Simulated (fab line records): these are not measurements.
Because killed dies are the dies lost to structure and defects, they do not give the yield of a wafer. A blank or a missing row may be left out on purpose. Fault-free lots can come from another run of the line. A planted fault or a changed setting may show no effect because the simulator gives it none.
Split-lot trial + flow gf180mcu + 16 wafers read from 5 lots, route of 602 steps

ON THE SPLIT
At GF_M4_METAL_ETCH_16 (etches the open film in Cl2/BCl3, stops on SiO2, target depth 627.5 nm, time 104.6 s), the setting icp_w was moved away from the recipe's 800 W on 7 of the 16 wafers read, by -8.7% to +10.0%. For the rest of the wafers, this setting stayed at what the recipe calls for.

The reading is taken at the split's own step.

THE READING
KrF_of_M4_COAT_09.thk_nm (the simulator's own value, which no gauge read), in nm, at GF_M4_METAL_ETCH_16 (etches the open film in Cl2/BCl3, stops on SiO2, target depth 627.5 nm, time 104.6 s). No usual value for it is given in the file. Here, 9 wafers ran the recipe; their average is 732.3 nm with a standard deviation of 6.7 nm.

| wafer  | tool, chamber at the split | icp_w as run, W | against the recipe | KrF_of_M4_COAT_09.thk_nm, nm | against lot-mates on the recipe |
|--------|----------------------------|-----------------|--------------------|------------------------------|---------------------------------|
| L077.4 | rie_metal-04, 0            | 800             | recipe             | 725.9                        | -                               |
| L077.5 | rie_metal-04, 1            | 800             | recipe             | 725.9                        | -                               |
| L077.6 | rie_metal-04, 0            | 800             | recipe             | 731.7                        | -                               |
| L081.1 | rie_metal-04, 1            | 879.7           | +10.0%             | 707.1                        | -17.9                           |
| L081.2 | rie_metal-04, 0            | 879.7           | +10.0%             | 708.1                        | -16.9                           |
| L081.3 | rie_metal-04, 1            | 800             | recipe             | 724.5                        | -                               |
| L081.5 | rie_metal-04, 0            | 879.7           | +10.0%             | 713.3                        | -11.8                           |
| L081.6 | rie_metal-04, 1            | 800             | recipe             | 725.6                        | -                               |
| L080.3 | rie_metal-02, 1            | 858.4           | +7.3%              | 722.1                        | -19.1                           |
| L080.4 | rie_metal-02, 0            | 800             | recipe             | 741.3                        | -                               |
| L080.6 | rie_metal-02, 1            | 800             | recipe             | 741.2                        | -                               |
| L083.2 | rie_metal-03, 0            | 800             | recipe             | 735.5                        | -                               |
| L083.4 | rie_metal-03, 0            | 730.6           | -8.7%              | 754.4                        | +18.9                           |
| L083.5 | rie_metal-03, 0            | 730.6           | -8.7%              | 755.5                        | +20.0                           |
| L084.2 | rie_metal-03, 0            | 800             | recipe             | 738.8                        | -                               |
| L084.5 | rie_metal-03, 0            | 877.2           | +9.7%              | 716.8                        | -22.0                           |

THE FIT
A straight line over all 16 wafers: KrF_of_M4_COAT_09.thk_nm changes by -2.24 nm for each +1% of icp_w; r = -0.92; the points scatter about the line by 6 nm.
The same after taking each lot's own level away (the mean of its wafers on the recipe; 16 wafers): -1.97 nm for each +1%; r = -0.97; scatter 3.1 nm.
That fit puts the effect of the largest move of icp_w on the reading at 20 nm.
From 725.05 to 741.25 nm: that is the span of the lots' own levels, equal to 2.4 times the standard deviation above.
So the slope is not independent of the lot-to-lot level: the two fits are not the same.
Check: -19.3 nm against its lot-mates is what the line predicts for one of the wafers moved furthest among these (+10.0%) when that wafer is left out of the fit. Against them it came out at -17.9 nm.

OTHER SPLITS APPLIED TO THESE WAFERS
Note: prior to the reading, these wafers also went through further splits. Each is held against what the fit with the lots' levels taken away leaves over:
| other split on the same wafers  | wafers away from the commonest value | r with KrF_of_M4_COAT_09.thk_nm (lot level and that fit taken away) |
|---------------------------------|--------------------------------------|---------------------------------------------------------------------|
| GF_M3_COAT_09 resist_thk_nm     | 7                                    | +0.31                                                               |
| GF_V3_DEVELOP_13 develop_time_s | 5                                    | +0.09                                                               |
| GF_M4_SPUTTER_04 time_s         | 0                                    | -                                                                   |

THE WHOLE CHAIN: every reading that the file lists as answering this split, in the file's order
| step                | what it does                                                                         | reading                                                                   | change (the file's fit)              | r (the file's) |
|---------------------|--------------------------------------------------------------------------------------|---------------------------------------------------------------------------|--------------------------------------|----------------|
| GF_M4_METAL_ETCH_16 | etches the open film in Cl2/BCl3, stops on SiO2, target depth 627.5 nm, time 104.6 s | KrF_of_M4_COAT_09.thk_nm (the simulator's own value, which no gauge read) | -1.98 nm for each +1% of the setting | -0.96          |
| GF_M4_STRIP_17      | strips in O2/N2                                                                      | strip_time_to_endpoint_s                                                  | withheld for each +1% of the setting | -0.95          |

FILE'S OWN FIT
KrF_of_M4_COAT_09.thk_nm changes by -1.98 nm for each +1% of icp_w, r = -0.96.
